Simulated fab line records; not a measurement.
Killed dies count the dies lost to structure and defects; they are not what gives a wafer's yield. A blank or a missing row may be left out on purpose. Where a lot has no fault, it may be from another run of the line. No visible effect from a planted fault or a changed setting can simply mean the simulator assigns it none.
fab line records -- flow gf180mcu
record: lots: 6, wafers: 18, last_day: 34
route steps=602 shown V3@429
lots with no fault: from the same line, run without faults
start_h: hours from the record's opening day to when the first of the lot's shown wafers began -- wait_h: hours since the lot's step before -- " the same as in the row above -- L1.1+2: several wafers, shown together as one row -- - value missing, or start not given -- * or withheld: withheld -- < > ~ a bound
route shown NAME@n: names a module that has steps shown in the file, with the first one's number in the route -- usual: mean and standard deviation over wafers with no fault -- same: alike in all rows -- chamber/n: place in a boat -- sites: per-site readings -- _std_site: standard deviation across them -- _edge_site: inner sites' mean taken away from outer sites' mean -- radius_mm: for every site, how far away it sits from the centre of the wafer -- mask NAME#n: copy n -- behind: the last tool/chamber to shape the wafer -- hold: cause of the lot's hold/its duration in hours/its outcome -- device: names the non-switching transistor (n, p or np) -- end of line: the tests these same wafers got at the end of their route -- a step given without rows: its recipe and nothing more -- killed: not the wafer's yield, but the dies lost to structure and defects at the first sort -- map: shows each die of a wafer: x if killed, . if not, _ if none is there
set.NAME: setting as actually run; set.NAME@STEP: the setting as run at that earlier step -- model.NAME: the simulator's own value behind a step, which no gauge read
lots at some steps of the route; a table a step, a row a wafer
services: when a tool's chamber went out of use (start_h, in hours from the record's first day, below 0 if earlier), for how many hours, and the reason
== steps ==
step: GF_V3_CVD_00
recipe: material: SiO2, target_thk_nm: 600, sigma_open_frac: 0.3, temp_c: 400, time_s: 100, sih4_flow_sccm: 60, pressure_mtorr: 6
step: GF_V3_THK_MEAS_01
recipe: reads: SiO2_of_V3_CVD_00
usual: V3_CVD_00_THK: 601/5.1
lot.wafer,tool,chamber,start_h,wait_h,V3_CVD_00_THK[nm]
L532.1,film_metro-04,-,518.36,0.0,603
L532.4,film_metro-04,-,518.36,0.0,598
L532.6,film_metro-04,-,518.36,0.0,598
L539.2,film_metro-02,-,577.75,0.0,600
L539.3,film_metro-02,-,577.75,0.0,602
L539.6,film_metro-02,-,577.75,0.0,601
L540.1,film_metro-04,-,583.45,0.0,596
L540.3,film_metro-04,-,583.45,0.0,603
L540.6,film_metro-04,-,583.45,0.0,597
L546.2,film_metro-04,-,633.31,0.0,605
L546.4,film_metro-04,-,633.31,0.0,614
L546.5,film_metro-04,-,633.31,0.0,605
L549.2,film_metro-02,-,647.89,0.0,601
L549.3,film_metro-02,-,647.89,0.0,593
L549.4,film_metro-02,-,647.89,0.0,603
L552.1,film_metro-04,-,666.35,0.0,608
L552.2,film_metro-04,-,666.35,0.0,606
L552.6,film_metro-04,-,666.35,0.0,597
step: GF_V3_CVD_02
recipe: material: SiO2, target_thk_nm: 850, precursor: TEOS, temp_c: 400, time_s: 94.851, rf_w: 600
usual: heater_power_outer_w: 404/64, heater_power_w: 678/81, susceptor_temp_C: 400.00/0.23
lot.wafer,tool,chamber,start_h,wait_h,heater_power_outer_w,heater_power_w,since_wet_clean_h,susceptor_temp_C
L532.1,pecvd-01,2,518.42,0.1,452,694,344,399.94
L532.4,pecvd-01,2,518.42,0.1,467,724,-,400.06
L532.6,pecvd-01,0,518.42,0.1,372,651,-,400.09
L539.2,pecvd-03,2,577.80,0.0,346,618,195,400.16
L539.3,pecvd-03,0,577.80,0.0,349,631,195,400.11
L539.6,pecvd-03,1,577.80,0.0,324,560,-,399.54
L540.1,pecvd-04,2,583.51,0.1,494,786,825,399.80
L540.3,pecvd-04,1,583.51,0.1,553,858,825,400.07
L540.6,pecvd-04,0,583.51,0.1,402,699,-,399.86
L546.2,pecvd-04,0,633.36,0.0,401,696,28,400.47
L546.4,pecvd-04,1,633.36,0.0,435,734,-,400.37
L546.5,pecvd-04,0,633.36,0.0,292,573,-,400.11
L549.2,pecvd-03,0,647.94,0.0,385,669,265,400.05
L549.3,pecvd-03,1,647.94,0.0,349,593,265,399.75
L549.4,pecvd-03,1,647.94,0.0,389,659,-,400.06
L552.1,pecvd-03,0,666.41,0.1,332,602,284,399.92
L552.2,pecvd-03,2,666.41,0.1,356,603,284,400.10
L552.6,pecvd-03,2,666.41,0.1,262,493,-,399.80
step: GF_V3_THK_MEAS_03
recipe: reads: SiO2_of_V3_CVD_02
usual: V3_CVD_02_THK: 848/11
lot.wafer,tool,chamber,start_h,wait_h,V3_CVD_02_THK[nm]
L532.1,film_metro-02,-,518.49,0.0,851
L532.4,film_metro-02,-,518.49,0.0,867
L532.6,film_metro-02,-,518.49,0.0,858
L539.2,film_metro-01,-,577.88,0.0,843
L539.3,film_metro-01,-,577.88,0.0,847
L539.6,film_metro-01,-,577.88,0.0,855
L540.1,film_metro-01,-,583.58,0.0,850
L540.3,film_metro-01,-,583.58,0.0,842
L540.6,film_metro-01,-,583.58,0.0,840
L546.2,film_metro-01,-,633.44,0.0,834
L546.4,film_metro-01,-,633.44,0.0,842
L546.5,film_metro-01,-,633.44,0.0,845
L549.2,film_metro-04,-,648.02,0.0,837
L549.3,film_metro-04,-,648.02,0.0,834
L549.4,film_metro-04,-,648.02,0.0,854
L552.1,film_metro-02,-,666.48,0.0,848
L552.2,film_metro-02,-,666.48,0.0,846
L552.6,film_metro-02,-,666.48,0.0,843
step: GF_V3_CMP_04
recipe: material: SiO2, down_force_psi: 4, platen_rpm: 60, pad_velocity_m_s: 0.94248
usual: motor_current_A: 12.4/0.98, time_to_endpoint_s: 79/4.9
lot.wafer,tool,chamber,start_h,wait_h,motor_current_A,time_to_endpoint_s
L532.4,cmp-02,0,518.65,0.1,13.2,91
L532.1,cmp-02,1,518.65,0.1,11.3,88
L532.6,cmp-02,3,518.65,0.1,13.5,89
L539.2,cmp-02,0,577.98,0.1,12.6,73
L539.3,cmp-02,1,577.98,0.1,11.6,80
L539.6,cmp-02,0,577.98,0.1,12.9,81
L540.3,cmp-02,1,583.69,0.1,11.3,82
L540.1,cmp-02,3,583.69,0.1,13.2,83
L540.6,cmp-02,0,583.69,0.1,12.6,76
L546.2,cmp-01,0,633.49,0.0,11.1,74
L546.4,cmp-01,1,633.49,0.0,13.3,74
L546.5,cmp-01,0,633.49,0.0,11.0,76
L549.3,cmp-02,3,648.07,0.0,13.0,75
L549.2,cmp-02,0,648.07,0.0,12.8,76
L549.4,cmp-02,2,648.07,0.0,12.9,82
L552.1,cmp-02,3,666.59,0.1,14.2,82
L552.2,cmp-02,1,666.59,0.1,11.2,84
L552.6,cmp-02,2,666.59,0.1,11.7,78
step: GF_V3_BOW_MEAS_05
recipe: mode: bow
usual: V3_BOW: 115/9.3
lot.wafer,tool,chamber,start_h,wait_h,V3_BOW[um]
L532.1,film_metro-04,-,518.85,0.1,118
L532.4,film_metro-04,-,518.85,0.1,127
L532.6,film_metro-04,-,518.85,0.1,118
L539.2,film_metro-02,-,578.25,0.2,122
L539.3,film_metro-02,-,578.25,0.2,120
L539.6,film_metro-02,-,578.25,0.2,127
L540.1,film_metro-04,-,583.94,0.1,108
L540.3,film_metro-04,-,583.94,0.1,97
L540.6,film_metro-04,-,583.94,0.1,103
L546.2,film_metro-01,-,633.81,0.3,97
L546.4,film_metro-01,-,633.81,0.3,101
L546.5,film_metro-01,-,633.81,0.3,98
L549.2,film_metro-02,-,648.39,0.2,111
L549.3,film_metro-02,-,648.39,0.2,117
L549.4,film_metro-02,-,648.39,0.2,125
L552.1,film_metro-04,-,666.84,0.2,122
L552.2,film_metro-04,-,666.84,0.2,128
L552.6,film_metro-04,-,666.84,0.2,129
step: GF_V3_DEHYDRATE_06
recipe: temp_c: 200, time_s: 60
step: GF_V3_HMDS_07
recipe: prime_time_s: 60, prime_temp_c: 120
step: GF_V3_COAT_08
recipe: resist: BARC, temp_c: withheld, time_s: withheld, spin_rpm: withheld, resist_thk_nm: withheld
step: GF_V3_COAT_09
recipe: resist: KrF, spin_rpm: withheld, resist_thk_nm: 1000
step: GF_V3_SOFTBAKE_10
recipe: temp_c: 130, time_s: 60, resist: KrF
step: GF_V3_EXPOSE_11
recipe: mask_id: Via3, target_cd_nm: 260, na: 0.68, source_shape: conventional, sigma_outer: 0.6, dose_mj: 38
step: GF_V3_PEB_12
recipe: peb_temp_c: 135, peb_time_s: 90, resist: KrF
usual: chill_plate_temp_C: 22.97/0.099, exhaust_pa: 45.0/0.91, heater_power_total_W: 85.69/0.086
lot.wafer,tool,chamber,start_h,wait_h,chill_plate_temp_C,exhaust_pa,heater_power_total_W
L532.1,litho_track-01,0,541.25,-,22.88,44.5,85.74
L532.4,litho_track-01,0,541.25,-,22.81,44.7,85.61
L532.6,litho_track-01,0,541.25,-,22.80,44.3,85.76
L539.2,litho_track-01,-,599.13,-,-,-,-
L539.3,litho_track-01,-,599.13,-,-,-,-
L539.6,litho_track-01,-,599.13,-,-,-,-
L540.1,litho_track-03,-,604.57,-,-,-,-
L540.3,litho_track-03,-,604.57,-,-,-,-
L540.6,litho_track-03,-,604.57,-,-,-,-
L546.2,litho_track-01,0,653.98,-,22.87,45.8,85.67
L546.4,litho_track-01,0,653.98,-,22.97,45.8,85.77
L546.5,litho_track-01,0,653.98,-,22.96,44.1,85.61
L549.2,litho_track-04,0,668.44,-,22.93,44.9,85.84
L549.3,litho_track-04,0,668.44,-,22.94,43.7,85.76
L549.4,litho_track-04,0,668.44,-,23.06,44.0,85.83
L552.1,litho_track-01,0,685.69,-,22.97,45.0,85.70
L552.2,litho_track-01,0,685.69,-,23.07,44.4,85.79
L552.6,litho_track-01,0,685.69,-,22.86,45.2,85.68
step: GF_V3_DEVELOP_13
recipe: develop_time_s: 60, resist: KrF, dev_temp_c: 21
== services ==
tool,chamber,start_h,hours,kind
pecvd-03,1,504.82,4.4,repair
pecvd-04,-,515.23,0.3,repair
pecvd-03,-,517.81,0.3,repair
cmp-02,-,526.15,8.5,repair
cmp-01,-,535.28,1.3,repair
pecvd-01,2,536.08,3.4,repair
cmp-01,-,549.59,1.2,repair
cmp-01,-,552.96,1.9,repair
cmp-02,-,555.67,0.7,repair
cmp-01,-,567.20,3.3,repair
pecvd-03,-,569.86,0.9,repair
cmp-01,-,572.00,4.0,pm
pecvd-04,-,577.03,0.3,repair
cmp-01,-,580.80,0.5,repair
pecvd-04,-,591.12,14.0,pm
pecvd-04,0,591.12,14.0,vent_cycle
pecvd-01,-,602.97,0.8,repair
cmp-02,-,609.23,6.3,pm
cmp-01,-,623.08,2.9,repair
pecvd-04,-,623.34,0.8,repair
cmp-01,-,638.57,2.8,repair
cmp-01,-,649.24,3.8,pm
pecvd-01,-,652.85,1.1,repair
pecvd-04,1,659.25,8.9,repair
== key ==
first_sign: step: GF_V3_PEB_12, reading: tool_record, direction: missing
effect none on later readings
met_at GF_V3_PEB_12
struck_wafers L539.2,L539.3,L539.6,L540.1,L540.3,L540.6
later_rows_left_out L539.2,L539.3,L539.6,L540.1,L540.3,L540.6
sort_left_out L539.2,L539.3,L539.6,L540.1,L540.3,L540.6
onset_between 541.25 599.13
fault: kind: skipped_step_whole, tool: litho_track-01,litho_track-03, chamber: -, onset_h: 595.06, steps: GF_V3_PEB_12, scope: struck_lots_only
sort_left_out: the simulated sort isn't trusted on such a fault, so these wafers' sort isn't shown, and their yield isn't known
later_rows_left_out: the simulator's readings of these wafers behind a module that went badly wrong aren't trusted and aren't shown, but for the sort
